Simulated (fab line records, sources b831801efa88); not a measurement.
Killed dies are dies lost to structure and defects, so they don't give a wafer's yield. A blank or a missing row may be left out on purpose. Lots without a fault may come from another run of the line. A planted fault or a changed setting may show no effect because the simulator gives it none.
One fault seen from 2 desks | flow gf180mcu | each desk has only its own numbers; what lay behind them comes last

THE TOOL OWNER'S DESK: cmp-02
The tool's own readings at GF_V3_CMP_26 (polishes, stops on SiO2, t overpolish 15 s, target thk 0 nm): means of the sampled wafers that have a number, for each lot that ran on this tool. A lot is out of limits, marked OUT, if its mean lies more than 4 standard deviations from the usual mean; the brackets give that distance.
Columns: A = head_pressure_psi at GF_V3_CMP_26, usual 3.499 psi; B = motor_current_A at GF_V3_CMP_26, usual 10.8 A; C = overpolish_run_s at GF_V3_CMP_26, usual 15.000 s; D = slurry_flow_ml_min at GF_V3_CMP_26, usual 150.0; E = time_to_endpoint_s at GF_V3_CMP_26, usual 83 s
lot  | first seen here | A     | B    | C      | D     | E
L766 | day 23 08:28    | 3.495 | 10.1 | 14.991 | 149.7 | 85
L768 | day 23 22:29    | 3.494 | 9.5  | 15.002 | 150.6 | 76
L770 | day 24 10:17    | 3.495 | 10.6 | 14.994 | 150.2 | 84
L771 | day 25 03:32    | 3.497 | 10.0 | 15.003 | 150.3 | 71
L783 | day 28 16:56    | 3.499 | 9.3  | 14.993 | 150.3 | 83
L786 | day 29 10:17    | 3.501 | 10.2 | 15.010 | 150.0 | 78
L787 | day 30 01:06    | 3.499 | 9.4  | 15.001 | 149.4 | 84
This desk's finding: nothing out of limits on any of the 7 lots.

THE METROLOGY DESK
What the gauges read, lot by lot, whatever tool the lot ran on: means of the sampled wafers that have a number. A lot is out of limits, marked OUT, if its mean lies more than 4 standard deviations from the usual mean; the brackets give that distance.
Columns: A = V2_BOW at GF_V2_BOW_MEAS_05, usual 99 um
lot  | first seen here | A
L764 | day 19 04:26    | 106
L765 | day 19 13:17    | 99
L766 | day 20 05:25    | 110
L768 | day 20 20:40    | 91
L770 | day 21 09:14    | 84
L771 | day 22 03:38    | 106
L781 | day 25 08:19    | 90
L782 | day 25 15:02    | 81
L783 | day 25 22:02    | 102
L784 | day 26 08:10    | 105
L786 | day 26 18:48    | 99
L787 | day 27 10:47    | 107
This desk's finding: nothing out of limits on any of the 12 lots.

PUT TOGETHER
The tool owner's desk saw nothing out of limits.
The metrology desk saw nothing out of limits.

WHAT THE SIMULATOR HAD PUT IN
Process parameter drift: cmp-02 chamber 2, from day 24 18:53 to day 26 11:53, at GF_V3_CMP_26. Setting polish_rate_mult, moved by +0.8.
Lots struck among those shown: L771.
